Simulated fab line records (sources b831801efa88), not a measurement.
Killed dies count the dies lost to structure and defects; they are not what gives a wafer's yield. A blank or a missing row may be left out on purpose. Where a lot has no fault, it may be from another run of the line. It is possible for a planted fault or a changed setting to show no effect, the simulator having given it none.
Matching of chambers | flow gf180mcu | cmp-01 running GF_CONTACT_CMP_27: 4 sister chambers
The step polishes, stops on SiO2, t overpolish 15 s, target thk 0 nm. 8 wafers are shown with their chamber, then 7 later ones without.

WAFERS, EACH WITH ITS CHAMBER
wafer  | chamber | motor-current-A (A)
L447.2 | 3       | 10.4
L455.3 | 0       | 11.6
L455.5 | 2       | 10.7
L460.1 | 1       | 12.5
L460.4 | 0       | 11.6
L460.6 | 3       | 10.7
L463.1 | 2       | 10.3
L463.3 | 1       | 12.3

WAFERS WITHOUT THEIR CHAMBER
wafer  | motor-current-A (A)
L463.5 | 10.8
L465.1 | 10.4
L465.2 | 11.0
L465.5 | 11.2
L468.2 | 10.4
L468.3 | 11.9
L468.4 | 11.9

WHICH CHAMBER EACH WENT THROUGH
wafer  | from the rows above          | in truth
L463.5 | can't be placed: 3 or 2      | 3
L465.1 | can't be placed: 2 or 3      | 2
L465.2 | can't be placed: 3 or 2 or 0 | 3
L465.5 | can't be placed: 0 or 3 or 2 | 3
L468.2 | can't be placed: 2 or 3      | 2
L468.3 | can't be placed: 0 or 1      | 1
L468.4 | can't be placed: 0 or 1      | 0
0 of 7 placed correctly. Can't be placed from these rows: 7 (the true chamber is among the candidates in 7). Number placed wrongly: 0.
How it was worked out, from the rows above alone: a wafer's distance from a chamber is the root of the sum, over the readings, of the square of ((its reading less the chamber's mean) divided by the reading's scatter). The wafer belongs to the nearest chamber; if the next one is less than 2 further off, it can't be placed. Each chamber's mean is taken over the wafers shown for it. The scatter: take each reading less its chamber's mean, square it, sum over the shown wafers, divide by the number of wafers less the number of chambers, and take the root.
